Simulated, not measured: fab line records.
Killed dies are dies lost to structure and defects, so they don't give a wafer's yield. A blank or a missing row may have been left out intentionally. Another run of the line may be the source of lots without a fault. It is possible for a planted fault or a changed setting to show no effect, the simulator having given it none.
Which tool is to blame? | flow sky130 | 24 lots, 72 wafers sampled, at 5 steps of a route of 708

## WHAT THE GAUGES READ, wafer by wafer
SKY_VIA1_BOW_MEAS_03. Usual: for VIA1_BOW the level is 80 um and the standard deviation is 7.1.
lot  | measured     | on            | VIA1_BOW (um) | flag
L074 | day 32 15:07 | film_metro-02 | 81 85 90      |
L075 | day 34 00:02 | film_metro-04 | 70 85 80      |
L076 | day 34 00:55 | film_metro-04 | 83 91 76      |
L077 | day 34 02:09 | film_metro-01 | 82 86 83      |
L079 | day 34 04:43 | film_metro-04 | 74 79 72      |
L078 | day 34 08:28 | film_metro-01 | 92 101 89     |
L080 | day 34 16:35 | film_metro-04 | 75 88 83      |
L081 | day 35 05:07 | film_metro-02 | 81 84 73      |
L082 | day 35 15:45 | film_metro-01 | 72 86 85      |
L084 | day 35 19:04 | film_metro-02 | 72 88 73      |
L083 | day 35 23:02 | film_metro-04 | 76 83 79      |
L085 | day 36 00:46 | film_metro-04 | 74 74 72      |
L086 | day 36 17:05 | film_metro-04 | 84 63 81      |
L087 | day 37 03:49 | film_metro-01 | 78 85 92      |
L088 | day 37 05:52 | film_metro-04 | 86 83 76      |
L089 | day 37 13:52 | film_metro-02 | 79 69 88      |
L090 | day 37 23:38 | film_metro-01 | 82 87 76      |
L091 | day 38 03:59 | film_metro-02 | 75 84 86      |
L092 | day 38 09:07 | film_metro-02 | 79 78 79      |
L093 | day 38 23:40 | film_metro-04 | 73 80 74      |
L094 | day 39 12:44 | film_metro-04 | 76 67 68      |
L095 | day 40 04:29 | film_metro-02 | 97 82 81      |
L097 | day 41 06:35 | film_metro-04 | 73 81 83      |
L096 | day 41 06:55 | film_metro-02 | 71 72 79      |

SKY_VIA1_OVL_MEAS_13. Usual: for VIA1_OVL the level is 2 nm and the standard deviation is 5.8.
lot  | measured     | on         | VIA1_OVL (nm) | flag
L074 | day 33 18:35 | overlay-02 | 0 0 -6        |
L075 | day 35 02:51 | overlay-01 | 1 0 9         |
L076 | day 35 03:50 | overlay-02 | -2 2 -8       |
L077 | day 35 04:11 | overlay-01 | 3 5 1         |
L079 | day 35 06:51 | overlay-02 | 6 6 7         |
L078 | day 35 10:08 | overlay-01 | -2 -3 3       |
L080 | day 35 19:38 | overlay-01 | 9 13 -6       |
L081 | day 36 07:32 | overlay-01 | 6 -1 10       |
L082 | day 36 17:23 | overlay-01 | -16 -9 -11    |
L084 | day 36 21:11 | overlay-01 | 2 2 2         |
L083 | day 37 00:41 | overlay-02 | 3 1 -1        |
L085 | day 37 02:38 | overlay-01 | 0 -9 2        |
L086 | day 37 19:41 | overlay-02 | 4 1 3         |
L087 | day 38 05:35 | overlay-02 | 3 13 6        |
L088 | day 38 07:38 | overlay-01 | 13 10 8       |
L089 | day 38 15:25 | overlay-01 | 0 3 0         |
L090 | day 39 01:11 | overlay-01 | -3 -6 4       |
L091 | day 39 05:08 | overlay-01 | 7 11 -7       |
L092 | day 39 10:21 | overlay-02 | 1 11 5        |
L093 | day 39 23:44 | overlay-01 | 7 0 0         |
L094 | day 40 12:47 | overlay-02 | 5 2 12        |
L095 | day 41 04:53 | overlay-02 | 1 -4 7        |
L097 | day 42 05:50 | overlay-01 | 0 12 12       |
L096 | day 42 06:11 | overlay-02 | 3 2 10        |

SKY_VIA1_THK_MEAS_23: measures by xrf. Usual: for VIA1_W_THK the level is 268 nm and the standard deviation is 4.5.
lot  | measured     | on            | VIA1_W_THK (nm) | flag
L074 | day 33 19:36 | film_metro-04 | 269 271 265     |
L075 | day 35 04:12 | film_metro-04 | 272 264 272     |
L076 | day 35 04:57 | film_metro-04 | 269 263 272     |
L077 | day 35 05:17 | film_metro-04 | 274 268 268     |
L079 | day 35 07:51 | film_metro-02 | 264 269 263     |
L078 | day 35 11:08 | film_metro-02 | 263 273 267     |
L080 | day 35 20:38 | film_metro-04 | 269 273 267     |
L081 | day 36 08:32 | film_metro-02 | 263 269 270     |
L082 | day 36 18:23 | film_metro-02 | 270 266 274     |
L084 | day 36 22:12 | film_metro-04 | 266 272 270     |
L083 | day 37 01:42 | film_metro-01 | 260 267 263     |
L085 | day 37 03:39 | film_metro-01 | 258 266 268     |
L086 | day 37 20:41 | film_metro-04 | 272 267 274     |
L087 | day 38 06:37 | film_metro-02 | 274 264 265     |
L088 | day 38 08:37 | film_metro-04 | 270 272 266     |
L089 | day 38 16:26 | film_metro-01 | 261 257 260     |
L090 | day 39 02:10 | film_metro-04 | 266 272 267     |
L091 | day 39 06:08 | film_metro-01 | 266 266 264     |
L092 | day 39 11:20 | film_metro-04 | 266 274 275     |
L093 | day 40 00:44 | film_metro-02 | 273 266 270     |
L094 | day 40 13:49 | film_metro-04 | 269 277 268     |
L095 | day 41 05:55 | film_metro-02 | 263 263 266     |
L097 | day 42 06:49 | film_metro-02 | 273 263 266     |
L096 | day 42 07:13 | film_metro-04 | 268 273 271     |

SKY_METAL2_OVL_MEAS_16. Usual: for METAL2_OVL the level is 1 nm and the standard deviation is 5.1.
lot  | measured     | on         | METAL2_OVL (nm) | flag
L074 | day 34 22:44 | overlay-01 | 0 -2 -5         |
L075 | day 36 07:14 | overlay-02 | 6 9 2           |
L076 | day 36 08:23 | overlay-01 | 0 2 9           |
L077 | day 36 08:26 | overlay-02 | -3 0 0          |
L079 | day 36 09:45 | overlay-02 | -1 -3 -3        |
L078 | day 36 14:11 | overlay-02 | 7 8 5           |
L080 | day 36 22:35 | overlay-02 | 3 1 6           |
L081 | day 37 11:41 | overlay-02 | -2 -10 -1       |
L082 | day 37 21:39 | overlay-01 | -2 -4 -4        |
L084 | day 38 00:24 | overlay-01 | 7 1 8           |
L083 | day 38 04:20 | overlay-02 | -1 -6 -1        |
L085 | day 38 06:14 | overlay-02 | -8 0 -6         |
L086 | day 38 22:08 | overlay-01 | -1 -4 -4        |
L087 | day 39 07:53 | overlay-02 | 3 3 0           |
L088 | day 39 10:27 | overlay-01 | 5 -4 1          |
L089 | day 39 18:02 | overlay-02 | -6 -4 1         |
L090 | day 40 03:59 | overlay-02 | -1 -7 0         |
L091 | day 40 06:41 | overlay-01 | 2 7 6           |
L092 | day 40 11:57 | overlay-01 | 11 -7 7         |
L093 | day 41 01:32 | overlay-02 | 6 8 11          |
L094 | day 41 12:50 | overlay-01 | -6 2 -1         |
L095 | day 42 05:29 | overlay-02 | 2 7 4           |
L097 | day 43 06:03 | overlay-01 | 5 10 -2         |
L096 | day 43 06:23 | overlay-01 | 1 8 7           |

## EACH LOT AND THE TOOL THAT RAN IT (in order: tool; ch and the chambers of the sampled wafers; start)
lot  | SKY_METAL1_SPUTTER_03
L074 | pvd_sputter-02, day 31 10:56
L075 | pvd_sputter-01, day 32 19:07
L076 | pvd_sputter-04, day 32 20:13
L077 | pvd_sputter-04, day 32 21:28
L079 | pvd_sputter-01, day 33 00:37
L078 | pvd_sputter-02, day 33 04:22
L080 | pvd_sputter-01, day 33 12:34
L081 | pvd_sputter-02, day 34 00:41
L082 | pvd_sputter-01, day 34 11:25
L084 | pvd_sputter-04, day 34 15:29
L083 | pvd_sputter-04, day 34 19:16
L085 | pvd_sputter-01, day 34 21:37
L086 | pvd_sputter-04, day 35 14:07
L087 | pvd_sputter-01, day 35 23:59
L088 | pvd_sputter-04, day 36 02:10
L089 | pvd_sputter-01, day 36 09:22
L090 | pvd_sputter-02, day 36 20:19
L091 | pvd_sputter-01, day 37 00:39
L092 | pvd_sputter-01, day 37 05:52
L093 | pvd_sputter-01, day 37 21:01
L094 | pvd_sputter-01, day 38 10:04
L095 | pvd_sputter-02, day 39 02:19
L097 | pvd_sputter-04, day 39 17:13
L096 | pvd_sputter-04, day 39 19:42
- SKY_METAL1_SPUTTER_03: material Ti, target thk 5 nm, time 3.3 s.

## AS READ BY THE TOOLS THEMSELVES (means over the sampled wafers that have a number; for cases with no such wafer, the mark the record gives instead)
SKY_METAL1_SPUTTER_03. Usual: chamber_pressure_pa 0.3999 Pa, standard deviation 0.00078; throttle_valve_pct 30.3 %, standard deviation 1.3.
lot  | tool           | chamber_pressure_pa (Pa) | throttle_valve_pct (%) | flag
L074 | pvd_sputter-02 | 0.3998                   | 29.9                   |
L075 | pvd_sputter-01 | 0.4004                   | 30.9                   |
L076 | pvd_sputter-04 | 0.3990                   | 28.9                   |
L077 | pvd_sputter-04 | 0.4003                   | 29.6                   |
L079 | pvd_sputter-01 | 0.3997                   | 30.4                   |
L078 | pvd_sputter-02 | 0.3993                   | 30.2                   |
L080 | pvd_sputter-01 | 0.3999                   | 31.4                   |
L081 | pvd_sputter-02 | 0.3993                   | 30.7                   |
L082 | pvd_sputter-01 | 0.4006                   | 30.3                   |
L084 | pvd_sputter-04 | 0.3984                   | 29.2                   |
L083 | pvd_sputter-04 | 0.4007                   | 28.9                   |
L085 | pvd_sputter-01 | 0.4005                   | 31.4                   |
L086 | pvd_sputter-04 | 0.3987                   | 29.2                   |
L087 | pvd_sputter-01 | 0.4003                   | 29.9                   |
L088 | pvd_sputter-04 | 0.4001                   | 30.4                   |
L089 | pvd_sputter-01 | 0.4000                   | 31.0                   |
L090 | pvd_sputter-02 | 0.3999                   | 30.3                   |
L091 | pvd_sputter-01 | 0.3996                   | 31.2                   |
L092 | pvd_sputter-01 | 0.4003                   | 30.7                   |
L093 | pvd_sputter-01 | 0.3999                   | 30.4                   |
L094 | pvd_sputter-01 | 0.4002                   | 30.8                   |
L095 | pvd_sputter-02 | 0.3994                   | 29.8                   |
L097 | pvd_sputter-04 | 0.3996                   | 29.1                   |
L096 | pvd_sputter-04 | 0.4001                   | 30.2                   |

## THE ANSWER, worked out from the rows above alone
Rule: take the mean of a lot's wafers that have a number; if it is more than 3 standard deviations from the usual mean, the lot is off. Also off: a lot with no number at a reading for which 4 or more lots have one. All remaining lots with rows at the step are treated as sound. Order of review: gauges by route order, followed by the tools' own readings, for which a lot's mean as printed above is used. At the first step where some lot is off, the reading lying furthest off is the one used; lots without a number count as furthest.
No lot is off at any reading shown: from this, nothing can be told.

## WHAT THE SIMULATOR HAD INSERTED
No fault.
